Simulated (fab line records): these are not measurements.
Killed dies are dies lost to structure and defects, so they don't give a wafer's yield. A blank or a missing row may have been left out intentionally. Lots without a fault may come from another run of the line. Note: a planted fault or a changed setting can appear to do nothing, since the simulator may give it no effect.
fab line records || flow sky130 || part 2 of 2: steps 45 to 45 of 45
record: {"lots": 6, "wafers": 18, "last_day": 49}
route steps=708 shown SONOS_ONO@186 GATE_OXIDE@187 POLY_GATE@204 RES_PROTECT@206 LOCAL_INTERCONNECT@400 PAD_OPEN@708
lots with no fault: from the same line, run without faults
start_h: hours from the record's opening day to when the first of the lot's shown wafers began || wait_h: how many hours have passed since the lot's step before this one || " same as the row above || L1.1+2: several wafers, shown together as one row || - either no value or no given start || * or withheld: withheld || < > ~ a bound
route shown NAME@n: names a module that has steps shown in the file, with the first one's number in the route || usual: the fault-free wafers' mean and standard deviation || same: alike in all rows || chamber/n: place in a boat || sites: the reading at each site || _std_site: how widely they spread, as a standard deviation || _edge_site: inner sites' mean taken away from outer sites' mean || radius_mm: for every site, how far away it sits from the centre of the wafer || mask NAME#n: copy n || behind: the most recent tool/chamber to have shaped the wafer || hold: what put the lot on hold/how long, in hours/how the hold closed || device: which transistor (n, p or np) failed to switch || end of line: tests of these same wafers at the route's end || a step without rows: its recipe alone || killed: at the first sort, the dies lost to defects and structure; wafer yield is something else || map: shows each die of a wafer: x if killed, . if not, _ if none is there
set.NAME: the setting the step ran with; set.NAME@STEP: the setting that earlier step ran with || model.NAME: the simulator's own value behind a step, which no gauge read
a table for each step, a row for each wafer; lots at some steps of the route
services: from which hour (start_h, from the record's first day; less than 0 if before it) a tool's chamber was out of use, for how many hours, and why
== steps ==
step: SKY_PAD_OPEN_PROBE_99
usual: {"killed_at_M0_to_M3": "43/7.8", "killed_at_M4_up": "3.2/1.9", "killed_at_contacts": "24/5", "killed_at_front_end": "14/4.5", "killed_at_other": "0.2/0.41", "killed_dies": "84/9.6", "killed_open": "47/6.9", "killed_short": "38/6"}
same: {"gross_dies": 492, "killed_at_back_side": 0}
{"lot.wafer": "L813.3", "tool": "prober-02", "chamber": "-", "start_h": 1076.31, "wait_h": 0.2, "killed_at_M0_to_M3": 48, "killed_at_M4_up": 5, "killed_at_contacts": 19, "killed_at_front_end": 10, "killed_at_other": 0, "killed_dies": 82, "killed_open": 47, "killed_short": 35, "model.etest.tip_p.rs_ohm_sq": 6961, "model.etest.pfet_01v8.r_on_ohm_um": 2845, "model.etest.nfet_01v8_lvt.drive_ua_um": 607, "model.etest.nfet_01v8.r_on_ohm_um": 786.8, "model.etest.pfet_01v8_lvt.drive_ua_um": 178.9, "model.etest.nfet_01v8.drive_ua_um": 526.2, "model.etest.nfet_01v8_turned.drive_ua_um": 533.2, "model.etest.nfet_01v8_swapped.drive_ua_um": 528.6}
{"lot.wafer": "L813.4", "tool": "prober-02", "chamber": "-", "start_h": 1076.36, "wait_h": 0.2, "killed_at_M0_to_M3": 57, "killed_at_M4_up": 3, "killed_at_contacts": 26, "killed_at_front_end": 11, "killed_at_other": 0, "killed_dies": 97, "killed_open": 50, "killed_short": 47, "model.etest.tip_p.rs_ohm_sq": 6970, "model.etest.pfet_01v8.r_on_ohm_um": 2897, "model.etest.nfet_01v8_lvt.drive_ua_um": 603.8, "model.etest.nfet_01v8.r_on_ohm_um": 792.8, "model.etest.pfet_01v8_lvt.drive_ua_um": 178.3, "model.etest.nfet_01v8.drive_ua_um": 532, "model.etest.nfet_01v8_turned.drive_ua_um": 531.1, "model.etest.nfet_01v8_swapped.drive_ua_um": 535.6}
{"lot.wafer": "L813.5", "tool": "prober-02", "chamber": "-", "start_h": 1076.41, "wait_h": 0.2, "killed_at_M0_to_M3": 56, "killed_at_M4_up": 2, "killed_at_contacts": 26, "killed_at_front_end": 12, "killed_at_other": 0, "killed_dies": 96, "killed_open": 63, "killed_short": 33, "model.etest.tip_p.rs_ohm_sq": 6959, "model.etest.pfet_01v8.r_on_ohm_um": 2914, "model.etest.nfet_01v8_lvt.drive_ua_um": 588.8, "model.etest.nfet_01v8.r_on_ohm_um": 804.4, "model.etest.pfet_01v8_lvt.drive_ua_um": 175.4, "model.etest.nfet_01v8.drive_ua_um": 521.8, "model.etest.nfet_01v8_turned.drive_ua_um": 518.3, "model.etest.nfet_01v8_swapped.drive_ua_um": 519.1}
{"lot.wafer": "L815.1", "tool": "prober-01", "chamber": "-", "start_h": 1105.22, "wait_h": 0.1, "killed_at_M0_to_M3": 43, "killed_at_M4_up": 3, "killed_at_contacts": 28, "killed_at_front_end": 14, "killed_at_other": 0, "killed_dies": 88, "killed_open": 44, "killed_short": 44, "model.etest.tip_p.rs_ohm_sq": 6849, "model.etest.pfet_01v8.r_on_ohm_um": 2828, "model.etest.nfet_01v8_lvt.drive_ua_um": 590.9, "model.etest.nfet_01v8.r_on_ohm_um": 804.9, "model.etest.pfet_01v8_lvt.drive_ua_um": 178.9, "model.etest.nfet_01v8.drive_ua_um": 522.8, "model.etest.nfet_01v8_turned.drive_ua_um": 515.9, "model.etest.nfet_01v8_swapped.drive_ua_um": 522.2}
{"lot.wafer": "L815.2", "tool": "prober-01", "chamber": "-", "start_h": 1105.27, "wait_h": 0.1, "killed_at_M0_to_M3": 36, "killed_at_M4_up": 4, "killed_at_contacts": 18, "killed_at_front_end": 15, "killed_at_other": 1, "killed_dies": 74, "killed_open": 40, "killed_short": 34, "model.etest.tip_p.rs_ohm_sq": 6829, "model.etest.pfet_01v8.r_on_ohm_um": 2932, "model.etest.nfet_01v8_lvt.drive_ua_um": 574.2, "model.etest.nfet_01v8.r_on_ohm_um": 836.1, "model.etest.pfet_01v8_lvt.drive_ua_um": 173.5, "model.etest.nfet_01v8.drive_ua_um": 502, "model.etest.nfet_01v8_turned.drive_ua_um": 503.5, "model.etest.nfet_01v8_swapped.drive_ua_um": 502.5}
{"lot.wafer": "L815.3", "tool": "prober-01", "chamber": "-", "start_h": 1105.32, "wait_h": 0.2, "killed_at_M0_to_M3": 41, "killed_at_M4_up": 1, "killed_at_contacts": 24, "killed_at_front_end": 12, "killed_at_other": 0, "killed_dies": 78, "killed_open": 42, "killed_short": 36, "model.etest.tip_p.rs_ohm_sq": 6821, "model.etest.pfet_01v8.r_on_ohm_um": 2937, "model.etest.nfet_01v8_lvt.drive_ua_um": 564.2, "model.etest.nfet_01v8.r_on_ohm_um": 841.8, "model.etest.pfet_01v8_lvt.drive_ua_um": 174.3, "model.etest.nfet_01v8.drive_ua_um": 497.8, "model.etest.nfet_01v8_turned.drive_ua_um": 498.8, "model.etest.nfet_01v8_swapped.drive_ua_um": 500.1}
{"lot.wafer": "L821.3", "tool": "prober-02", "chamber": "-", "start_h": 1132.20, "wait_h": 0.2, "killed_at_M0_to_M3": 48, "killed_at_M4_up": 2, "killed_at_contacts": 31, "killed_at_front_end": 28, "killed_at_other": 0, "killed_dies": 109, "killed_open": 67, "killed_short": 42, "model.etest.tip_p.rs_ohm_sq": 6471, "model.etest.pfet_01v8.r_on_ohm_um": 2732, "model.etest.nfet_01v8_lvt.drive_ua_um": 500.7, "model.etest.nfet_01v8.r_on_ohm_um": 925.2, "model.etest.pfet_01v8_lvt.drive_ua_um": 216.3, "model.etest.nfet_01v8.drive_ua_um": 440.6, "model.etest.nfet_01v8_turned.drive_ua_um": 440.6, "model.etest.nfet_01v8_swapped.drive_ua_um": 439.9}
{"lot.wafer": "L821.4", "tool": "prober-02", "chamber": "-", "start_h": 1132.25, "wait_h": 0.2, "killed_at_M0_to_M3": 47, "killed_at_M4_up": 2, "killed_at_contacts": 25, "killed_at_front_end": 21, "killed_at_other": 0, "killed_dies": 95, "killed_open": 57, "killed_short": 38, "model.etest.tip_p.rs_ohm_sq": 6535, "model.etest.pfet_01v8.r_on_ohm_um": 2744, "model.etest.nfet_01v8_lvt.drive_ua_um": 506.2, "model.etest.nfet_01v8.r_on_ohm_um": 914.3, "model.etest.pfet_01v8_lvt.drive_ua_um": 216, "model.etest.nfet_01v8.drive_ua_um": 445.1, "model.etest.nfet_01v8_turned.drive_ua_um": 449.2, "model.etest.nfet_01v8_swapped.drive_ua_um": 443.4}
{"lot.wafer": "L821.6", "tool": "prober-02", "chamber": "-", "start_h": 1132.35, "wait_h": 0.2, "killed_at_M0_to_M3": 61, "killed_at_M4_up": 3, "killed_at_contacts": 25, "killed_at_front_end": 15, "killed_at_other": 0, "killed_dies": 104, "killed_open": 59, "killed_short": 45, "model.etest.tip_p.rs_ohm_sq": 6526, "model.etest.pfet_01v8.r_on_ohm_um": 2779, "model.etest.nfet_01v8_lvt.drive_ua_um": 506.3, "model.etest.nfet_01v8.r_on_ohm_um": 902.4, "model.etest.pfet_01v8_lvt.drive_ua_um": 216.5, "model.etest.nfet_01v8.drive_ua_um": 446.5, "model.etest.nfet_01v8_turned.drive_ua_um": 448.6, "model.etest.nfet_01v8_swapped.drive_ua_um": 442.7}
{"lot.wafer": "L822.1", "tool": "prober-01", "chamber": "-", "start_h": 1139.46, "wait_h": 0.1, "killed_at_M0_to_M3": 36, "killed_at_M4_up": 7, "killed_at_contacts": 23, "killed_at_front_end": 16, "killed_at_other": 0, "killed_dies": 82, "killed_open": 42, "killed_short": 40, "model.etest.tip_p.rs_ohm_sq": 6458, "model.etest.pfet_01v8.r_on_ohm_um": 2728, "model.etest.nfet_01v8_lvt.drive_ua_um": 518.6, "model.etest.nfet_01v8.r_on_ohm_um": 895.2, "model.etest.pfet_01v8_lvt.drive_ua_um": 213, "model.etest.nfet_01v8.drive_ua_um": 457.1, "model.etest.nfet_01v8_turned.drive_ua_um": 461.2, "model.etest.nfet_01v8_swapped.drive_ua_um": 464.1}
{"lot.wafer": "L822.2", "tool": "prober-01", "chamber": "-", "start_h": 1139.51, "wait_h": 0.1, "killed_at_M0_to_M3": 47, "killed_at_M4_up": 2, "killed_at_contacts": 16, "killed_at_front_end": 16, "killed_at_other": 1, "killed_dies": 82, "killed_open": 41, "killed_short": 41, "model.etest.tip_p.rs_ohm_sq": 6459, "model.etest.pfet_01v8.r_on_ohm_um": 2685, "model.etest.nfet_01v8_lvt.drive_ua_um": 520.6, "model.etest.nfet_01v8.r_on_ohm_um": 891.8, "model.etest.pfet_01v8_lvt.drive_ua_um": 217.2, "model.etest.nfet_01v8.drive_ua_um": 460.7, "model.etest.nfet_01v8_turned.drive_ua_um": 458.9, "model.etest.nfet_01v8_swapped.drive_ua_um": 465.2}
{"lot.wafer": "L822.5", "tool": "prober-01", "chamber": "-", "start_h": 1139.66, "wait_h": 0.2, "killed_at_M0_to_M3": 44, "killed_at_M4_up": 2, "killed_at_contacts": 20, "killed_at_front_end": 16, "killed_at_other": 0, "killed_dies": 82, "killed_open": 46, "killed_short": 36, "model.etest.tip_p.rs_ohm_sq": 6455, "model.etest.pfet_01v8.r_on_ohm_um": 2627, "model.etest.nfet_01v8_lvt.drive_ua_um": 528, "model.etest.nfet_01v8.r_on_ohm_um": 865.9, "model.etest.pfet_01v8_lvt.drive_ua_um": 217.2, "model.etest.nfet_01v8.drive_ua_um": 470.8, "model.etest.nfet_01v8_turned.drive_ua_um": 468.9, "model.etest.nfet_01v8_swapped.drive_ua_um": 468.3}
{"lot.wafer": "L828.1", "tool": "prober-01", "chamber": "-", "start_h": 1175.02, "wait_h": 0.1, "killed_at_M0_to_M3": 23, "killed_at_M4_up": 6, "killed_at_contacts": 21, "killed_at_front_end": 14, "killed_at_other": 0, "killed_dies": 64, "killed_open": 33, "killed_short": 31, "model.etest.tip_p.rs_ohm_sq": 6884, "model.etest.pfet_01v8.r_on_ohm_um": 2939, "model.etest.nfet_01v8_lvt.drive_ua_um": 563.2, "model.etest.nfet_01v8.r_on_ohm_um": 859.3, "model.etest.pfet_01v8_lvt.drive_ua_um": 172.2, "model.etest.nfet_01v8.drive_ua_um": 487.8, "model.etest.nfet_01v8_turned.drive_ua_um": 489.1, "model.etest.nfet_01v8_swapped.drive_ua_um": 491.6}
{"lot.wafer": "L828.2", "tool": "prober-01", "chamber": "-", "start_h": 1175.07, "wait_h": 0.1, "killed_at_M0_to_M3": 53, "killed_at_M4_up": 2, "killed_at_contacts": 24, "killed_at_front_end": 21, "killed_at_other": 1, "killed_dies": 101, "killed_open": 59, "killed_short": 42, "model.etest.tip_p.rs_ohm_sq": 6874, "model.etest.pfet_01v8.r_on_ohm_um": 2952, "model.etest.nfet_01v8_lvt.drive_ua_um": 571.8, "model.etest.nfet_01v8.r_on_ohm_um": 845.9, "model.etest.pfet_01v8_lvt.drive_ua_um": 171.5, "model.etest.nfet_01v8.drive_ua_um": 498, "model.etest.nfet_01v8_turned.drive_ua_um": 500, "model.etest.nfet_01v8_swapped.drive_ua_um": 503}
{"lot.wafer": "L828.5", "tool": "prober-01", "chamber": "-", "start_h": 1175.22, "wait_h": 0.2, "killed_at_M0_to_M3": 36, "killed_at_M4_up": 1, "killed_at_contacts": 23, "killed_at_front_end": 19, "killed_at_other": 0, "killed_dies": 79, "killed_open": 42, "killed_short": 37, "model.etest.tip_p.rs_ohm_sq": 6852, "model.etest.pfet_01v8.r_on_ohm_um": 2911, "model.etest.nfet_01v8_lvt.drive_ua_um": 575.7, "model.etest.nfet_01v8.r_on_ohm_um": 838.4, "model.etest.pfet_01v8_lvt.drive_ua_um": 171.7, "model.etest.nfet_01v8.drive_ua_um": 499.2, "model.etest.nfet_01v8_turned.drive_ua_um": 497.4, "model.etest.nfet_01v8_swapped.drive_ua_um": 502.1}
{"lot.wafer": "L831.3", "tool": "prober-02", "chamber": "-", "start_h": 1186.60, "wait_h": 0.2, "killed_at_M0_to_M3": 44, "killed_at_M4_up": 2, "killed_at_contacts": 21, "killed_at_front_end": 14, "killed_at_other": 1, "killed_dies": 82, "killed_open": 50, "killed_short": 32, "model.etest.tip_p.rs_ohm_sq": 6931, "model.etest.pfet_01v8.r_on_ohm_um": 2962, "model.etest.nfet_01v8_lvt.drive_ua_um": 567.3, "model.etest.nfet_01v8.r_on_ohm_um": 837.1, "model.etest.pfet_01v8_lvt.drive_ua_um": 173.4, "model.etest.nfet_01v8.drive_ua_um": 500.3, "model.etest.nfet_01v8_turned.drive_ua_um": 501.8, "model.etest.nfet_01v8_swapped.drive_ua_um": 499.8}
{"lot.wafer": "L831.4", "tool": "prober-02", "chamber": "-", "start_h": 1186.65, "wait_h": 0.2, "killed_at_M0_to_M3": 38, "killed_at_M4_up": 2, "killed_at_contacts": 31, "killed_at_front_end": 15, "killed_at_other": 0, "killed_dies": 86, "killed_open": 44, "killed_short": 42, "model.etest.tip_p.rs_ohm_sq": 6907, "model.etest.pfet_01v8.r_on_ohm_um": 2904, "model.etest.nfet_01v8_lvt.drive_ua_um": 570.2, "model.etest.nfet_01v8.r_on_ohm_um": 830.1, "model.etest.pfet_01v8_lvt.drive_ua_um": 174.2, "model.etest.nfet_01v8.drive_ua_um": 500.8, "model.etest.nfet_01v8_turned.drive_ua_um": 499, "model.etest.nfet_01v8_swapped.drive_ua_um": 499.3}
{"lot.wafer": "L831.5", "tool": "prober-02", "chamber": "-", "start_h": 1186.70, "wait_h": 0.2, "killed_at_M0_to_M3": 42, "killed_at_M4_up": 1, "killed_at_contacts": 27, "killed_at_front_end": 14, "killed_at_other": 0, "killed_dies": 84, "killed_open": 48, "killed_short": 36, "model.etest.tip_p.rs_ohm_sq": 6932, "model.etest.pfet_01v8.r_on_ohm_um": 2913, "model.etest.nfet_01v8_lvt.drive_ua_um": 581.5, "model.etest.nfet_01v8.r_on_ohm_um": 828.5, "model.etest.pfet_01v8_lvt.drive_ua_um": 173.4, "model.etest.nfet_01v8.drive_ua_um": 512.8, "model.etest.nfet_01v8_turned.drive_ua_um": 512.8, "model.etest.nfet_01v8_swapped.drive_ua_um": 512.8}
killed by level:class
L813.3 VIA1:geometric_particle:open=15 CONTACT:geometric_particle:open=8 METAL2:geometric_particle:short=7 VIA1:geometric_particle:short=6 VIA2:geometric_particle:open=6 CONTACT:geometric_particle:short=5 METAL1:geometric_particle:short=4 POLY_GATE:geometric_particle:short=3
L813.4 VIA1:geometric_particle:open=14 CONTACT:geometric_particle:open=10 VIA2:geometric_particle:open=9 LI_CONTACT:geometric_particle:open=7 VIA1:geometric_particle:short=7 METAL1:geometric_particle:short=7 LOCAL_INTERCONNECT:geometric_particle:short=6 FIELD_ISO:geometric_particle:short=5
L813.5 VIA1:geometric_particle:open=16 VIA2:geometric_particle:open=13 CONTACT:geometric_particle:open=11 LI_CONTACT:geometric_particle:open=9 VIA3:geometric_particle:open=6 METAL1:geometric_particle:short=5 VIA1:geometric_particle:short=5 POLY_GATE:geometric_particle:short=4
L815.1 VIA1:geometric_particle:open=10 VIA2:geometric_particle:open=9 LI_CONTACT:geometric_particle:open=8 CONTACT:geometric_particle:short=8 VIA1:geometric_particle:short=5 LI_CONTACT:geometric_particle:short=4 CONTACT:geometric_particle:open=4 METAL1:geometric_particle:short=4
L815.2 VIA1:geometric_particle:short=7 LI_CONTACT:geometric_particle:open=6 VIA3:geometric_particle:open=6 CONTACT:geometric_particle:open=5 VIA2:geometric_particle:open=5 METAL1:geometric_particle:short=4 METAL2:geometric_particle:short=4 FIELD_ISO:geometric_particle:open=3
L815.3 CONTACT:geometric_particle:open=14 VIA1:geometric_particle:open=8 METAL2:geometric_particle:short=6 VIA1:geometric_particle:short=6 CONTACT:geometric_particle:short=5 VIA2:geometric_particle:open=5 VIA3:geometric_particle:short=5 VIA3:geometric_particle:open=4
L821.3 CONTACT:geometric_particle:open=14 FIELD_ISO:geometric_particle:open=10 POLY_GATE:geometric_particle:short=9 VIA2:geometric_particle:open=9 VIA3:geometric_particle:open=9 VIA1:geometric_particle:open=7 FIELD_ISO:geometric_particle:short=6 LI_CONTACT:geometric_particle:open=6
L821.4 VIA1:geometric_particle:open=11 CONTACT:geometric_particle:open=10 FIELD_ISO:geometric_particle:open=9 VIA2:geometric_particle:open=9 VIA3:geometric_particle:open=7 CONTACT:geometric_particle:short=6 VIA1:geometric_particle:short=6 LI_CONTACT:geometric_particle:open=5
L821.6 VIA1:geometric_particle:open=14 VIA2:geometric_particle:open=9 VIA3:geometric_particle:open=8 VIA1:geometric_particle:short=8 LI_CONTACT:geometric_particle:open=7 CONTACT:geometric_particle:open=6 POLY_GATE:geometric_particle:open=6 POLY_GATE:geometric_particle:short=5
L822.1 VIA1:geometric_particle:open=12 LI_CONTACT:geometric_particle:open=7 CONTACT:geometric_particle:open=6 FIELD_ISO:geometric_particle:short=5 LI_CONTACT:geometric_particle:short=5 METAL4:geometric_particle:short=5 FIELD_ISO:geometric_particle:open=4 CONTACT:geometric_particle:short=4
L822.2 VIA1:geometric_particle:open=16 METAL1:geometric_particle:short=8 METAL2:geometric_particle:short=8 FIELD_ISO:geometric_particle:short=6 LI_CONTACT:geometric_particle:open=5 CONTACT:geometric_particle:short=5 POLY_GATE:geometric_particle:short=4 METAL2:geometric_particle:open=4
L822.5 VIA1:geometric_particle:open=13 METAL2:geometric_particle:short=9 VIA2:geometric_particle:open=7 LI_CONTACT:geometric_particle:open=6 CONTACT:geometric_particle:open=6 FIELD_ISO:geometric_particle:short=5 FIELD_ISO:geometric_particle:open=5 CONTACT:geometric_particle:short=5
L828.1 CONTACT:geometric_particle:open=7 CONTACT:geometric_particle:short=5 POLY_GATE:geometric_particle:open=4 LI_CONTACT:geometric_particle:open=4 VIA1:geometric_particle:short=4 VIA3:geometric_particle:open=4 METAL4:geometric_particle:short=4 POLY_GATE:geometric_particle:short=3
L828.2 VIA1:geometric_particle:open=17 METAL1:geometric_particle:short=11 LI_CONTACT:geometric_particle:open=9 VIA2:geometric_particle:open=6 POLY_GATE:geometric_particle:open=5 METAL2:geometric_particle:short=5 VIA3:geometric_particle:open=5 FIELD_ISO:geometric_particle:open=4
L828.5 LI_CONTACT:geometric_particle:open=7 METAL1:geometric_particle:short=7 VIA2:geometric_particle:open=7 CONTACT:geometric_particle:open=6 VIA3:geometric_particle:open=6 METAL3:geometric_particle:short=4 POLY_GATE:geometric_particle:short=4 SPACER:geometric_particle:short=4
L831.3 VIA1:geometric_particle:open=11 CONTACT:geometric_particle:open=8 VIA3:geometric_particle:open=8 LI_CONTACT:geometric_particle:open=6 METAL3:geometric_particle:short=5 VIA1:geometric_particle:short=5 VIA2:geometric_particle:open=5 VIA3:geometric_particle:short=4
L831.4 LI_CONTACT:geometric_particle:open=12 CONTACT:geometric_particle:open=8 VIA1:geometric_particle:short=7 VIA1:geometric_particle:open=6 METAL2:geometric_particle:short=6 POLY_GATE:geometric_particle:short=5 VIA2:geometric_particle:short=5 CONTACT:geometric_particle:short=4
L831.5 VIA1:geometric_particle:open=9 CONTACT:geometric_particle:open=8 LI_CONTACT:geometric_particle:open=6 CONTACT:geometric_particle:short=6 VIA2:geometric_particle:open=6 METAL1:geometric_particle:short=5 VIA3:geometric_particle:open=5 POLY_GATE:geometric_particle:open=4
== services ==
{"tool": "plasma_asher-02", "chamber": "-", "start_h": 301.22, "hours": 6.1, "kind": "repair"}
{"tool": "rie_metal-04", "chamber": "-", "start_h": 301.43, "hours": 14.6, "kind": "pm"}
{"tool": "plasma_asher-04", "chamber": "-", "start_h": 303.50, "hours": 14.6, "kind": "pm"}
{"tool": "rie_metal-02", "chamber": 0, "start_h": 337.85, "hours": 4.9, "kind": "repair"}
{"tool": "implanter-03", "chamber": "-", "start_h": 345.17, "hours": 1.6, "kind": "repair"}
{"tool": "rie_metal-04", "chamber": "-", "start_h": 346.01, "hours": 0.8, "kind": "repair"}
{"tool": "implanter-03", "chamber": "-", "start_h": 351.89, "hours": 2.8, "kind": "pm"}
{"tool": "plasma_asher-03", "chamber": "-", "start_h": 371.09, "hours": 4.2, "kind": "repair"}
{"tool": "plasma_asher-03", "chamber": "-", "start_h": 376.37, "hours": 1.2, "kind": "repair"}
{"tool": "plasma_asher-02", "chamber": "-", "start_h": 390.57, "hours": 28.1, "kind": "pm"}
{"tool": "rie_metal-04", "chamber": "-", "start_h": 392.63, "hours": 2.8, "kind": "pm"}
{"tool": "implanter-03", "chamber": "-", "start_h": 469.64, "hours": 6.1, "kind": "repair"}
{"tool": "implanter-03", "chamber": "-", "start_h": 489.33, "hours": 2.2, "kind": "repair"}
{"tool": "plasma_asher-02", "chamber": "-", "start_h": 532.78, "hours": 2.8, "kind": "pm"}
{"tool": "plasma_asher-02", "chamber": "-", "start_h": 541.63, "hours": 0.8, "kind": "repair"}
{"tool": "plasma_asher-02", "chamber": "-", "start_h": 547.93, "hours": 28.2, "kind": "repair"}
{"tool": "rie_metal-04", "chamber": 1, "start_h": 601.71, "hours": 5.0, "kind": "repair"}
{"tool": "implanter-03", "chamber": "-", "start_h": 609.67, "hours": 2.9, "kind": "pm"}
{"tool": "plasma_asher-02", "chamber": "-", "start_h": 683.71, "hours": 4.1, "kind": "repair"}
{"tool": "plasma_asher-02", "chamber": "-", "start_h": 733.75, "hours": 9.0, "kind": "pm"}
{"tool": "rie_metal-03", "chamber": 0, "start_h": 827.87, "hours": 1.1, "kind": "repair"}
{"tool": "implanter-03", "chamber": "-", "start_h": 841.42, "hours": 4.2, "kind": "pm"}
{"tool": "plasma_asher-01", "chamber": "-", "start_h": 850.47, "hours": 76.3, "kind": "pm"}
{"tool": "implanter-03", "chamber": "-", "start_h": 853.89, "hours": 4.1, "kind": "repair"}
== key ==
first_sign: {"step": "SKY_GATE_OXIDE_IMPLANT_11", "reading": "dose_ions_cm2", "direction": "up", "sigmas": "99+", "usual": "*", "struck": "*"}
effect: {"step": "SKY_GATE_OXIDE_IMPLANT_11", "reading": "faraday_current_uA", "direction": "up", "sigmas": 18, "usual": 14.65, "struck": 19.49}
effect: {"step": "SKY_GATE_OXIDE_TW_MEAS_14", "reading": "GATE_OXIDE_TW", "direction": "up", "sigmas": 9.3, "usual": 222.0, "struck": 241.2}
model_effect: {"step": "SKY_LOCAL_INTERCONNECT_ETCH_13", "value": "LOCAL_INTERCONNECT.cd_nm", "without": 170.7, "struck": 191.1}
model_effect: {"step": "SKY_LOCAL_INTERCONNECT_METAL_ETCH_14", "value": "LOCAL_INTERCONNECT.cd_nm", "without": 170.7, "struck": 191.1}
model_effect: {"step": "SKY_PAD_OPEN_PROBE_99", "value": "etest.tip_p.rs_ohm_sq", "without": 6875, "struck": 6484}
met_at SKY_GATE_OXIDE_IMPLANT_11
struck_wafers L821.3,L821.4,L821.6,L822.1,L822.2,L822.5
tester_left_out L821,L822
loop_trim: {"step": "SKY_LOCAL_INTERCONNECT_EXPOSE_08", "setting": "dose", "lots": "L821,L822"}
onset_between 350.63 395.27
fault: {"kind": "process_parameter_drift", "tool": "implanter-03", "chamber": "-", "onset_h": 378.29, "steps": "SKY_GATE_OXIDE_IMPLANT_11", "channel": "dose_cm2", "offset": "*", "shape": "step", "end_h": 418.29, "acts_in": "*", "stated": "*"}
tester_left_out: of these lots the tester's yield and bins aren't shown, on N5 and GAA mostly nor the transistor test; their killed dies are dies lost to structure and defects alone, not to doping, threshold or leakage, so they don't give the yield
loop_trim: a control loop set the setting to another value than it would have without faults
